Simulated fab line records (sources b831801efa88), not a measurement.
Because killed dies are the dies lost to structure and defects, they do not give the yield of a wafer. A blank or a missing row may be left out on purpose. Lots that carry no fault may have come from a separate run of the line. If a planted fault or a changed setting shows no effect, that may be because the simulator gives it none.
Comparing a struck lot with a sound one || flow sky130 || 34 steps out of a route of 708
Sound: wafers L479.3, L479.5, L479.6. Struck: wafer L464.4. (L464.1, L464.2 of the same lot were not struck and are left out.) The cause comes at the end.
Per side, at each step with rows, come the tool, then ch with its chambers, and then its first start. Under that, the readings that differ: sound wafers || struck wafers || difference of the means || sigmas: that difference in standard deviations of wafers without a fault.
alike: readings whose means differ by less than 2 such deviations, and words and numbers that are the same on both sides. not compared: withheld readings, readings that some wafer has no value for, bounds like >300 that may hide the same value, and numbers for which the record gives no deviation and whose values overlap.
Wherever a step has rows on one side only, a row that says differs or no value, or a row with sigmas, the two part there. Non-overlapping numbers with no deviation appear without sigmas and do not part them. A reading that every wafer of one side lacks parts them only if that side has two wafers or more.

first, 9 steps without rows for these wafers: SKY_VIA1_DEHYDRATE_04 (time 60 s); SKY_VIA1_HMDS_05 (prime time 60 s); SKY_VIA1_COAT_06 (resist thk 60 nm); SKY_VIA1_COAT_07 (resist thk 450 nm); SKY_VIA1_SOFTBAKE_08 (time 94.36 s); SKY_VIA1_EXPOSE_09 (exposes mask VIM, target cd 150 nm); SKY_VIA1_PEB_10; SKY_VIA1_DEVELOP_11 (develop time 60 s); SKY_VIA1_ETCH_14 (etches BARC in N2/H2, stops on SiO2, time 45.9 s, target depth 60 nm).
SKY_VIA1_ETCH_15: etches SiO2 in C4F8/O2/Ar, stops on TiN, target depth 351 nm, time 54 s.
  sound on rie_diel-04 ch 2,3, day 41 00:57; struck on rie_diel-01 ch 2, day 37 07:04
{"reading": "rf_hours_counter_h (h)", "sound": "- - -", "struck": 14, "difference": "no value on the sound wafers", "sigmas": ""}
  alike: oes_product_au
then, 23 steps without rows for these wafers: SKY_VIA1_STRIP_16 (strips in O2/N2); SKY_VIA1_STRIP_17 (strips in post etch residue remover, time 1200 s); SKY_VIA1_CLEAN_18 (cleans in IPA, time 180 s); SKY_VIA1_CLEAN_19 (cleans in O3/DIW); SKY_VIA1_SPUTTER_20 (material TiN, target thk 20 nm, time 80 s); SKY_VIA1_CVD_21 (deposits W, target thk 270 nm, time 80.902 s); SKY_VIA1_CMP_24 (polishes, stops on SiO2, t overpolish 15 s, target thk 0 nm); SKY_METAL2_SPUTTER_00 (material Ti, target thk 15 nm, time 10 s); SKY_METAL2_SPUTTER_01 (material TiN, target thk 20 nm, time 16.7 s); SKY_METAL2_SPUTTER_02 (material AlCu, target thk 250 nm, time 13.3 s); SKY_METAL2_SPUTTER_03 (material Ti, target thk 5 nm, time 3.3 s); SKY_METAL2_SPUTTER_04 (material TiN, target thk 70 nm, time 58.3 s); SKY_METAL2_DEHYDRATE_07 (time 60 s); SKY_METAL2_HMDS_08 (prime time 60 s); SKY_METAL2_COAT_09 (resist thk 60 nm); SKY_METAL2_COAT_10 (resist thk 450 nm); SKY_METAL2_SOFTBAKE_11 (time 90 s); SKY_METAL2_EXPOSE_12 (exposes mask MM2, target cd 140 nm); SKY_METAL2_PEB_13; SKY_METAL2_DEVELOP_14 (develop time 60 s); SKY_METAL2_DESCUM_17 (chemistry O2, time 8 s); SKY_METAL2_ETCH_18 (etches BARC in N2/H2, stops on SiO2, time 45.9 s, target depth 60 nm); SKY_METAL2_METAL_ETCH_19 (etches the open film in Cl2/BCl3, stops on SiO2, target depth 360 nm, time 78 s).
-- the record jumps here: 11 days lie between the struck wafers' starts before and after (it left off in module METAL2 and takes up again in module PAD_OPEN, whose first step shown is number 708 of the route) --
SKY_PAD_OPEN_PROBE_99:
  sound: prober-01 at day 50 22:44; struck: prober-02 at day 48 06:23
{"reading": "defect_limited_yield (%)", "sound": "83.1 83.7 81.7", "struck": 73.2, "difference": -9.6, "sigmas": -5}
{"reading": "killed_at_M0_to_M3", "sound": "45 37 37", "struck": 77, "difference": "+37", "sigmas": "+5"}
{"reading": "killed_dies", "sound": "83 80 90", "struck": 132, "difference": "+48", "sigmas": "+5"}
{"reading": "killed_open", "sound": "44 38 39", "struck": 65, "difference": "+25", "sigmas": "+3"}
{"reading": "sort_bin_3_pad_short (%)", "sound": "1.0 0.6 1.8", "struck": 2.4, "difference": "+1.3", "sigmas": "+3"}
{"reading": "sort_bin_5_function (%)", "sound": "10.6 8.7 10.2", "struck": 16.1, "difference": "+6.3", "sigmas": "+4"}
{"reading": "sort_n_pass", "sound": "409 410 401", "struck": 360, "difference": -47, "sigmas": -5}
{"reading": "sort_yield_pct (%)", "sound": "83.1 83.3 81.5", "struck": 73.2, "difference": -9.4, "sigmas": -5}
{"reading": "model.etest.tester.sort_n_pass", "sound": "409 410 401", "struck": 360, "difference": -47, "sigmas": ""}
{"reading": "model.etest.tester.sort_yield_pct (%)", "sound": "83.13 83.33 81.5", "struck": 73.17, "difference": -9.48, "sigmas": ""}
{"reading": "model.etest.tester.sort_bin_3_pct (%)", "sound": "1.016 0.6098 1.829", "struck": 2.439, "difference": "+1.287", "sigmas": ""}
  alike: killed_at_M4_up, killed_at_contacts, killed_at_front_end, killed_at_other, killed_short, sort_bin_6_memory, sort_bin_8_speed

== WHERE THEY PART ==
At SKY_VIA1_ETCH_15 first; at SKY_PAD_OPEN_PROBE_99 last (within this record only).

WHY: whatever the simulator had introduced
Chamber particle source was rie_diel-01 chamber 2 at SKY_VIA1_ETCH_15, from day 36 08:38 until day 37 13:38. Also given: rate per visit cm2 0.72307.
